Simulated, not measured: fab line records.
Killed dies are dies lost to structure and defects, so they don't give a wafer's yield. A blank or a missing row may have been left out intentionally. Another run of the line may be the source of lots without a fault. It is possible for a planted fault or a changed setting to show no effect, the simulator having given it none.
fab line records | flow sky130
[record] lots = 5 wafers = 15 lastDay = 49
route steps=708 shown POLY_GATE@229 LDD_N@237 PAD_OPEN@708
lots untouched by any fault: they come from a run of this same line in which no faults occurred
startH: hours from the record's opening day to when the first of the lot's shown wafers began | waitH: how many hours have passed since the lot's step before this one | " identical to the entry in the row above | L1.1+2: a single row standing in for several wafers | - no value present, or no start provided | * or withheld: withheld | < > ~ a bound
route shown NAME@n: NAME is a module with steps in the file, n the number in the route of the first one | usual: the fault-free wafers' mean and standard deviation | same: alike in all rows | chamber/n: place in a boat | sites: each site's reading | _std_site: standard deviation across them | _edge_site: the outer-site mean with the inner-site mean subtracted | radiusMm: for every site, how far away it sits from the centre of the wafer | mask NAME#n: copy n | behind: the last tool/chamber to shape the wafer | hold: why the lot went on hold/how many hours it stayed there/how the hold came to an end | device: which transistor (n, p or np) failed to switch | end of line: at the end of the route, the tests of the same wafers | a step without rows: its recipe alone | killed: dies lost to structure and defects at the first sort, not the wafer's yield | map: dies across one wafer; x = killed, . = not, _ = none there
set.NAME: the setting the step ran with; set.NAME@STEP: the setting that earlier step ran with | model.NAME: the simulator's own value behind a step, which no gauge read
certain route steps with their lots: each step a table, each wafer a row
services: a tool's chamber out of use, with start hour (startH, from the record's first day; less than 0 if before it), hours out, and reason
[[steps]]
[step SKY_POLY_GATE_ETCH_15]
[recipe] chemistry = N2/H2 target = BARC ionEnergyEv = 200 sourceW = 500 biasW = 100 pressureMtorr = 30 n2FlowSccm = 100 h2FlowSccm = 200 stopOn = SiO2 timeS = 118.5 targetDepthA = 1100
[usual] chamberPressureMTorr = 29.999/0.026 drypumpMotorCurrentA = 5.79/0.27 oesProductAu = 0.717/0.0047 throttleValvePct = 13.213/0.0095
// columns lot.wafer tool chamber startH waitH chamberPressureMTorr drypumpMotorCurrentA oesProductAu rfHoursCounterH throttleValvePct
L524.2 rieDiel-02 2 400.77 0.0 30.001 6.20 0.715 3 13.221
L524.3 " 0 " " 30.001 5.45 0.720 101 13.211
L524.6 " 0 " " 30.023 5.47 0.712 - 13.220
L527.2 rieDiel-01 1 430.39 0.0 30.009 6.21 0.718 2 13.208
L527.3 " 0 " " 29.986 5.62 0.717 2 13.217
L527.6 " 3 " " 29.979 5.97 0.710 - 13.233
L531.2 rieDiel-02 1 459.57 0.0 29.998 5.74 0.725 5 13.196
L531.4 " 3 " " 30.004 6.04 0.712 - 13.219
L531.6 " 2 " " 29.983 6.16 0.720 - 13.216
L535.1 rieDiel-03 0 492.24 0.0 29.996 6.03 0.713 2 13.226
L535.4 " 2 " " 30.060 5.35 0.715 13 13.218
L535.5 " 3 " " 30.017 5.75 0.725 - 13.208
L540.1 rieDiel-01 1 542.02 0.0 29.972 6.23 0.716 4 13.215
L540.4 " 3 " " 30.025 6.04 0.721 10 13.211
L540.6 " 3 " " 30.067 6.01 0.712 - 13.219
[step SKY_POLY_GATE_ETCH_16]
[recipe] stopOn = poly-Si chemistry = CH3F/O2 target = Si3N4 sourceW = 400 biasW = 80 pressureMtorr = 25 ch3fFlowSccm = 40 O2_flow_sccm = 30 timeS = 147.5 targetDepthA = 750
[usual] chamberPressureMTorr = 25.000/0.022 drypumpMotorCurrentA = 5.78/0.27 oesProductAu = 0.640/0.0056 throttleValvePct = 10.535/0.0085
// columns lot.wafer tool chamber startH waitH chamberPressureMTorr drypumpMotorCurrentA oesProductAu rfHoursCounterH throttleValvePct
L524.2 rieDiel-02 2 400.85 0.0 25.004 6.16 0.640 3 10.538
L524.3 " 0 " " 25.019 5.46 0.634 101 10.542
L524.6 " 0 " " 25.028 5.45 0.635 - 10.538
L527.2 rieDiel-01 1 430.47 0.0 25.010 6.23 0.635 2 10.537
L527.3 " 0 " " 25.037 5.59 0.634 2 10.520
L527.6 " 3 " " 24.983 5.98 0.648 - 10.524
L531.2 rieDiel-02 1 459.65 0.0 24.996 5.68 0.643 5 10.543
L531.4 " 3 " " 24.995 6.06 0.645 - 10.531
L531.6 " 2 " " 24.963 6.18 0.648 - 10.530
L535.1 rieDiel-03 0 492.32 0.0 24.986 5.96 0.643 2 10.543
L535.4 " 2 " " 25.038 5.32 0.643 13 10.541
L535.5 " 3 " " 25.009 5.74 0.634 - 10.544
L540.1 rieDiel-01 1 542.10 0.0 25.029 6.20 0.641 4 10.524
L540.4 " 3 " " 25.022 6.03 0.643 10 10.532
L540.6 " 3 " " 25.024 6.00 0.638 - 10.508
[step SKY_POLY_GATE_ETCH_17]
[recipe] targetDepthNm = 180 stopOn = SiO2 overEtchFrac = 0.56667 chemistry = HBr/Cl2 target = poly-Si icpW = 400 biasW = 100 pressureMtorr = 10 HBr_flow_sccm = 150 Cl2_flow_sccm = 50 timeS = 70.5
[usual] chamberPressureMTorr = 9.999/0.0091 drypumpMotorCurrentA = 5.5/0.44 oesProductAu = 0.984/0.0063 throttleValvePct = 33.683/0.0087
// columns lot.wafer tool chamber startH waitH chamberPressureMTorr drypumpMotorCurrentA oesProductAu rfHoursCounterH throttleValvePct
L524.2 rieSi-02 0 400.95 0.0 10.012 5.5 0.981 1 33.684
L524.3 " 1 " " 10.014 6.2 0.983 2 33.695
L524.6 " 0 " " 10.007 5.5 0.987 - 33.691
L527.2 rieSi-02 3 430.57 0.0 9.989 5.9 0.980 7 33.681
L527.3 " 2 " " 10.001 5.3 0.980 0 33.675
L527.6 " 1 " " 9.996 6.2 0.995 - 33.682
L531.2 rieSi-02 3 459.75 0.0 9.993 5.8 0.993 7 33.685
L531.4 " 0 " " 9.970 5.4 0.987 1 33.689
L531.6 " 1 " " 10.014 6.2 0.990 - 33.677
L535.1 rieSi-01 2 492.42 0.0 10.021 5.8 0.990 3 33.675
L535.4 " 3 " " 10.007 5.5 0.989 6 33.680
L535.5 " 1 " " 10.000 5.1 0.986 - 33.683
L540.1 rieSi-01 2 542.20 0.0 10.007 5.8 0.982 3 33.674
L540.4 " 3 " " 10.006 5.5 0.980 - 33.691
L540.6 " 0 " " 9.988 4.7 0.976 - 33.685
[step SKY_POLY_GATE_STRIP_18]
[recipe] chemistry = O2/N2 powerW = 1400 pressureMtorr = 1500 platenTempC = withheld o2FlowSccm = 3000 n2FlowSccm = 300 overashFraction = 0.5
[usual] chamberPressureMTorr = 1500.1/1.4 drypumpMotorCurrentA = 5.6/0.47 oesProductAu = 0.360/0.005 stripTimeToEndpointS = 3.16/0.035
// columns lot.wafer tool chamber startH waitH chamberPressureMTorr drypumpMotorCurrentA oesProductAu rfHoursCounterH stripTimeToEndpointS
L524.2 plasmaAsher-02 1 401.00 0.0 1497.9 5.5 0.364 59 3.19
L524.3 " 1 " " 1500.0 5.5 0.360 - 3.14
L524.6 " 0 " " 1501.2 5.7 0.361 - 3.15
L527.2 plasmaAsher-02 1 430.63 0.0 1501.4 5.4 0.360 62 3.15
L527.3 " 1 " " 1500.5 5.5 0.369 - 3.21
L527.6 " 1 " " 1498.6 5.5 0.357 - 3.17
L531.2 plasmaAsher-03 1 459.80 0.0 1500.7 5.0 0.369 3 3.13
L531.4 " 0 " " 1501.2 6.5 0.366 - 3.19
L531.6 " 0 " " 1500.6 6.5 0.361 - 3.18
L535.1 plasmaAsher-02 1 492.48 0.0 1499.0 5.4 0.361 68 3.07
L535.4 " 0 " " 1499.8 5.7 0.360 - 3.17
L535.5 " 1 " " 1501.5 5.5 0.353 - 3.11
L540.1 plasmaAsher-04 0 542.25 0.0 1498.5 5.1 0.357 85 3.14
L540.4 " 1 " " 1500.0 5.7 0.363 - 3.16
L540.6 " 0 " " 1501.3 5.1 0.361 - 3.15
[step SKY_POLY_GATE_CLEAN_19]
[recipe] chemistry = SC1/SC2 mix = 1:4:20 tempC = 70 timeS = 150 dry = n2Spin
[step SKY_POLY_GATE_OXIDATION_20]
[recipe] tempC = 850 ambient = O2 stabiliseS = 600 purgeS = 300 targetThkA = 40 oxTimeS = 899
[step SKY_POLY_GATE_THK_MEAS_21]
[recipe] reads = SiO2_of_POLY_GATE_OXIDATION_20
[usual] POLY_GATE_OXIDATION_THK = 4.00/0.071
// columns lot.wafer tool chamber startH waitH POLY_GATE_OXIDATION_THK[nm]
L524.2 filmMetro-04 - 403.99 0.0 4.01
L524.3 " - " " 4.15
L524.6 " - " " 4.04
L527.2 filmMetro-02 - 433.23 0.0 4.03
L527.3 " - " " 4.04
L527.6 " - " " 3.96
L531.2 filmMetro-04 - 461.88 0.0 4.00
L531.4 " - " " 3.93
L531.6 " - " " 4.03
L535.1 filmMetro-02 - 495.02 0.0 3.98
L535.4 " - " " 3.94
L535.5 " - " " 4.01
L540.1 filmMetro-02 - 544.23 0.0 3.99
L540.4 " - " " 3.89
L540.6 " - " " 4.01
[step SKY_POLY_GATE_CD_MEAS_22]
[usual] cdNm = 150.5/2.5
// columns lot.wafer tool chamber startH waitH cdNm
L524.2 cdSem-02 - 404.07 0.1 152.9
L524.3 " - " " 147.3
L524.6 " - " " 152.3
L527.2 cdSem-02 - 433.31 0.1 150.5
L527.3 " - " " 151.0
L527.6 " - " " 148.6
L531.2 cdSem-02 - 461.96 0.1 151.2
L531.4 " - " " 150.5
L531.6 " - " " 150.2
L535.1 cdSem-02 - 495.08 0.1 152.8
L535.4 " - " " 150.6
L535.5 " - " " 148.2
L540.1 cdSem-02 - 544.29 0.1 149.5
L540.4 " - " " 149.1
L540.6 " - " " 152.2
[step SKY_LDD_N_DEHYDRATE_00]
[recipe] tempC = 200 timeS = 60
[step SKY_LDD_N_HMDS_01]
[recipe] primeTimeS = 60 primeTempC = 120
[step SKY_LDD_N_COAT_02]
[recipe] resist = NOVOLAK spinRpm = 3000 resistThkNm = 300
[step SKY_LDD_N_SOFTBAKE_03]
[recipe] tempC = 90 timeS = 60 resist = NOVOLAK
[step SKY_LDD_N_EXPOSE_04]
[recipe] maskId = NTM targetCdNm = 840 na = 0.6 sourceShape = conventional sigmaOuter = 0.6 doseMj = 110
// columns lot.wafer tool chamber startH waitH mask
L524.2+3+6 ilineStepper-01 0 419.83 - NTM_R1#0
L527.2+3+6 ilineStepper-02 0 449.31 - NTM#0
L531.2+4+6 ilineStepper-01 0 477.45 - NTM#0
L535.1+4+5 ilineStepper-02 0 510.36 - NTM#0
L540.1+4+6 ilineStepper-01 0 559.02 - NTM#0
[step SKY_LDD_N_PEB_05]
[recipe] tempC = withheld timeS = * resist = NOVOLAK
[step SKY_PAD_OPEN_PROBE_99]
[usual] killed_at_M0_to_M3 = 44/6.9 killed_at_M4_up = 3.3/1.8 killedAtContacts = 24/5 killedAtFrontEnd = 16/4.6 killedAtOther = 0.2/0.42 killedDies = 88/9.2 killedOnRim = 17/3.5 killedOpen = 48/7.3 killedShort = 40/6.5
[same] grossDies = 492 killedAtBackSide = 0
// columns lot.wafer tool chamber startH waitH killed_at_M0_to_M3 killed_at_M4_up killedAtContacts killedAtFrontEnd killedAtOther killedDies killedOnRim killedOpen killedShort
L524.2 prober-02 - 1099.62 0.1 66 2 22 14 0 104 21 53 51
L524.3 prober-02 - 1099.67 0.2 49 3 25 17 0 94 21 49 45
L524.6 prober-02 - 1099.82 0.2 41 3 22 22 0 88 18 50 38
L527.2 prober-01 - 1120.66 0.1 35 3 25 7 0 70 18 37 33
L527.3 prober-01 - 1120.71 0.2 45 2 16 14 1 78 15 37 41
L527.6 prober-01 - 1120.86 0.2 39 2 17 18 0 76 19 46 30
L531.2 prober-01 - 1133.84 0.1 57 2 19 22 0 100 18 53 47
L531.4 prober-01 - 1133.94 0.2 45 2 29 32 0 108 20 59 49
L531.6 prober-01 - 1134.04 0.2 47 4 28 18 0 97 18 59 38
L535.1 prober-01 - 1158.77 0.1 44 4 20 21 0 89 9 48 39
L535.4 prober-01 - 1158.92 0.2 37 2 24 20 1 84 18 47 37
L535.5 prober-01 - 1158.97 0.2 48 2 22 23 0 95 20 44 50
L540.1 prober-02 - 1187.48 0.1 31 2 19 11 0 63 11 35 28
L540.4 prober-02 - 1187.63 0.2 57 4 29 8 0 98 22 64 34
L540.6 prober-02 - 1187.73 0.2 46 4 28 7 0 85 19 42 43
// killed by level:class
L524.2 VIA1:geometricParticle:open=19 METAL1:geometricParticle:short=11 METAL2:geometricParticle:short=8 CONTACT:geometricParticle:open=7 VIA1:geometricParticle:short=6 FIELD_ISO:geometricParticle:open=5 CONTACT:geometricParticle:short=5 VIA3:geometricParticle:open=4
L524.3 CONTACT:geometricParticle:open=11 VIA2:geometricParticle:open=8 FIELD_ISO:geometricParticle:short=7 LI_CONTACT:geometricParticle:open=7 VIA1:geometricParticle:open=7 METAL2:geometricParticle:short=7 VIA1:geometricParticle:short=5 CONTACT:geometricParticle:short=5
L524.6 VIA1:geometricParticle:open=12 CONTACT:geometricParticle:open=8 FIELD_ISO:geometricParticle:open=6 POLY_GATE:geometricParticle:short=5 LOCAL_INTERCONNECT:geometricParticle:short=5 VIA3:geometricParticle:open=5 FIELD_ISO:geometricParticle:short=4 LI_CONTACT:geometricParticle:open=4
L527.2 VIA2:geometricParticle:open=11 CONTACT:geometricParticle:open=8 VIA1:geometricParticle:open=6 CONTACT:geometricParticle:short=5 FIELD_ISO:geometricParticle:short=4 LI_CONTACT:geometricParticle:open=4 LI_CONTACT:geometricParticle:short=4 LOCAL_INTERCONNECT:geometricParticle:short=4
L527.3 VIA1:geometricParticle:open=8 METAL2:geometricParticle:short=7 CONTACT:geometricParticle:open=6 VIA2:geometricParticle:open=6 CONTACT:geometricParticle:short=5 VIA3:geometricParticle:open=5 VIA2:geometricParticle:short=4 METAL1:geometricParticle:short=4
L527.6 VIA3:geometricParticle:open=9 VIA1:geometricParticle:open=8 LI_CONTACT:geometricParticle:open=5 METAL2:geometricParticle:short=5 FIELD_ISO:geometricParticle:short=4 FIELD_ISO:geometricParticle:open=4 POLY_GATE:geometricParticle:open=4 CONTACT:geometricParticle:open=4
L531.2 VIA1:geometricParticle:open=17 VIA3:geometricParticle:open=9 FIELD_ISO:geometricParticle:short=8 LI_CONTACT:geometricParticle:open=6 VIA1:geometricParticle:short=6 FIELD_ISO:geometricParticle:open=5 VIA2:geometricParticle:short=5 CONTACT:geometricParticle:open=5
L531.4 CONTACT:geometricParticle:open=16 FIELD_ISO:geometricParticle:short=12 VIA1:geometricParticle:open=9 FIELD_ISO:geometricParticle:open=7 METAL1:geometricParticle:short=6 POLY_GATE:geometricParticle:open=5 VIA2:geometricParticle:open=5 LI_CONTACT:geometricParticle:open=5
L531.6 VIA1:geometricParticle:open=15 CONTACT:geometricParticle:open=10 LOCAL_INTERCONNECT:geometricParticle:short=7 VIA3:geometricParticle:open=7 FIELD_ISO:geometricParticle:open=6 LI_CONTACT:geometricParticle:open=5 CONTACT:geometricParticle:short=5 METAL2:geometricParticle:short=5
L535.1 CONTACT:geometricParticle:open=10 VIA3:geometricParticle:open=8 VIA1:geometricParticle:open=7 FIELD_ISO:geometricParticle:open=6 VIA2:geometricParticle:open=6 FIELD_ISO:geometricParticle:short=5 LI_CONTACT:geometricParticle:open=5 METAL2:geometricParticle:short=5
L535.4 VIA1:geometricParticle:open=14 CONTACT:geometricParticle:open=9 LI_CONTACT:geometricParticle:open=7 FIELD_ISO:geometricParticle:short=6 POLY_GATE:geometricParticle:short=5 POLY_GATE:geometricParticle:open=4 LOCAL_INTERCONNECT:geometricParticle:short=4 METAL2:geometricParticle:short=4
L535.5 METAL2:geometricParticle:short=11 VIA3:geometricParticle:open=10 FIELD_ISO:geometricParticle:open=9 CONTACT:geometricParticle:open=8 METAL1:geometricParticle:short=6 FIELD_ISO:geometricParticle:short=5 LI_CONTACT:geometricParticle:open=5 CONTACT:geometricParticle:short=5
L540.1 VIA1:geometricParticle:open=9 VIA2:geometricParticle:open=9 LOCAL_INTERCONNECT:geometricParticle:short=5 LI_CONTACT:geometricParticle:open=4 METAL3:geometricParticle:short=4 FIELD_ISO:geometricParticle:open=3 LI_CONTACT:geometricParticle:short=3 CONTACT:geometricParticle:open=3
L540.4 VIA1:geometricParticle:open=16 LI_CONTACT:geometricParticle:open=12 CONTACT:geometricParticle:open=9 VIA2:geometricParticle:open=9 METAL1:geometricParticle:short=8 VIA3:geometricParticle:open=7 METAL4:geometricParticle:short=4 POLY_GATE:geometricParticle:open=3
L540.6 METAL1:geometricParticle:short=11 LI_CONTACT:geometricParticle:open=8 VIA1:geometricParticle:open=8 METAL2:geometricParticle:short=7 VIA2:geometricParticle:open=7 CONTACT:geometricParticle:short=6 CONTACT:geometricParticle:open=6 VIA3:geometricParticle:open=4
[[services]]
// columns tool chamber startH hours kind
ilineStepper-01 - 381.90 2.1 pm
rieSi-02 3 382.03 5.5 repair
plasmaAsher-03 - 398.08 4.0 repair
plasmaAsher-03 - 421.25 9.0 pm
rieSi-01 - 425.16 14.6 pm
rieDiel-03 3 434.11 5.3 repair
rieDiel-02 - 435.57 0.2 repair
rieDiel-02 0 451.22 - clean
rieDiel-02 0 451.22 21.0 scheduledDown
rieDiel-02 0 451.22 21.0 ventCycle
rieDiel-03 1 459.10 8.0 repair
ilineStepper-01 - 461.15 2.9 repair
plasmaAsher-04 - 466.99 4.4 repair
ilineStepper-02 - 474.95 1.7 pm
ilineStepper-01 - 487.74 14.0 repair
plasmaAsher-03 - 491.41 2.8 pm
rieDiel-02 0 491.56 4.9 repair
rieDiel-03 2 500.78 1.4 repair
ilineStepper-01 - 507.80 9.6 repair
plasmaAsher-02 - 513.27 4.5 repair
rieDiel-02 3 540.97 85.0 repair
rieSi-02 - 545.74 0.9 repair
ilineStepper-01 - 550.71 1.5 repair
rieDiel-01 - 556.04 2.8 pm
[[key]]
[firstSign] step = SKY_LDD_N_EXPOSE_04 reading = mask direction = changed
effect none on later readings
metAt SKY_LDD_N_EXPOSE_04
struckWafers L524.2,L524.3,L524.6
testerLeftOut L524
[fault] kind = wrongMask tool = any chamber = - onsetH = 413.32 steps = SKY_LDD_N_EXPOSE_04 auxCopy = NTM_R1#0 cdOffsetNm = -168 scope = struckLotsOnly
// testerLeftOut: of these lots the tester's yield and bins aren't shown, on N5 and GAA mostly nor the transistor test; their killed dies are dies lost to structure and defects alone, not to doping, threshold or leakage, so they don't give the yield
